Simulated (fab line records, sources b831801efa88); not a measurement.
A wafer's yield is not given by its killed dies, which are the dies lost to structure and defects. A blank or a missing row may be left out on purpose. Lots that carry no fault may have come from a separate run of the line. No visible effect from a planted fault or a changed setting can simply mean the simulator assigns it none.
Problem report, 8D (eight disciplines) form, completed by code :: flow sky130 :: the parts of the form that need people (team, actions taken, sign-off) are left out

## 1. PROBLEM STATEMENT
VIA3_HDPCVD_THK at SKY_VIA3_THK_MEAS_01 reads a mean of 1387 nm on 1 wafer of 1 lot; wafers without a fault read 1645 nm with a standard deviation of 19. That is -14 standard deviations from the usual mean.
The first sign was on wafer L390.2 at day 43 02:40, on film-metro-02. The record has a number at this step for 36 wafers belonging to 12 lots. By rule, "out" or "out of limits" means more than 4 standard deviations away from the usual mean. All remaining wafers that have a number are taken as sound.

## 2. WHAT IT IS, AND WHAT IT ISN'T
question: which readings at this step
is: VIA3_HDPCVD_THK
is not: -

question: which lots
is: L390
is not: L376, L378, L379, L382, L383, L384, L386, L387, L391, L398, L399

question: which wafers of those lots
is: L390.2
is not: L390.1, L390.6

question: read on which gauges
is: film-metro-02
is not: film-metro-01, film-metro-03

question: when
is: from day 43 02:40
is not: up to then (26 sound wafers); but 9 sound wafers of L391, L398, L399 came after

## 3. THE SUSPECTS, EACH WITH WHAT RULES IT OUT
Counting: a tool at a process step up to the reading stays a suspect if it ran every lot that is out. Sound lots after the first of them don't rule it out here, since some wafers of a struck lot are sound.
- the gauge at SKY_VIA3_THK_MEAS_01: ruled out. All the wafers that are out were read on film-metro-02, but those of them that SKY_VIA3_HDPCVD_00 has rows for are out there too, on other tools.
- hdpcvd-02 at SKY_VIA3_HDPCVD_00 (deposits SiO2, target thk 1635 nm, time 272.5 s): kept. The lot that is out, L390, ran on it at day 43 02:29; the last sound lot it ran before that was L387, at day 42 08:53. Its own readings are out on those wafers: run-length-s.
- Within hdpcvd-02 at SKY_VIA3_HDPCVD_00: the wafers that are out ran in chamber 2; their sound lot-mates ran in chambers 0, 1.
The count leaves hdpcvd-02 at SKY_VIA3_HDPCVD_00.

## 4. THE CAUSE (what the simulator had put in)
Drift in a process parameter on hdpcvd-02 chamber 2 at SKY_VIA3_HDPCVD_00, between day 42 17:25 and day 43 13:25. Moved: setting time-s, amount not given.
The count eliminated every tool but this one.

## 5. THE EFFECT CHAIN, in route order
One row per reading whose mean, taken over the struck wafers that have a number, lies over 3 standard deviations from the usual. Scope: only readings with a usual standard deviation given in the record; hours: median across lots of the time from each lot's start at the first step in this table that gives one to its start at this step; sigmas: change in usual standard deviations.
hours: 0
step: SKY_VIA3_HDPCVD_00
reading: run-length-s
usual: 300.4 s
on struck wafers: 255.0
change: -45.4
sigmas: -80

hours: 0
step: SKY_VIA3_THK_MEAS_01
reading: VIA3_HDPCVD_THK
usual: 1645 nm
on struck wafers: 1387
change: -258
sigmas: -14
It contains these process steps:
- SKY_VIA3_HDPCVD_00: deposits SiO2, target thk 1635 nm, time 272.5 s.

## 6. WHAT WOULD HAVE CAUGHT IT SOONER
The first out-of-limits reading at a measuring or inspecting step in this record came at day 43 02:40, 9 hours after the fault's start at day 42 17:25.
At SKY_VIA3_HDPCVD_00, the tool's own readings (run-length-s) were out on each struck wafer the step has a row for, so an alarm limit on them would have fired on the first such wafer.
The start of SKY_VIA3_HDPCVD_00 on hdpcvd-02 came by day 43 02:40 for every one of the lots that are out (1). A hold on the tool at that time would have spared none of them.
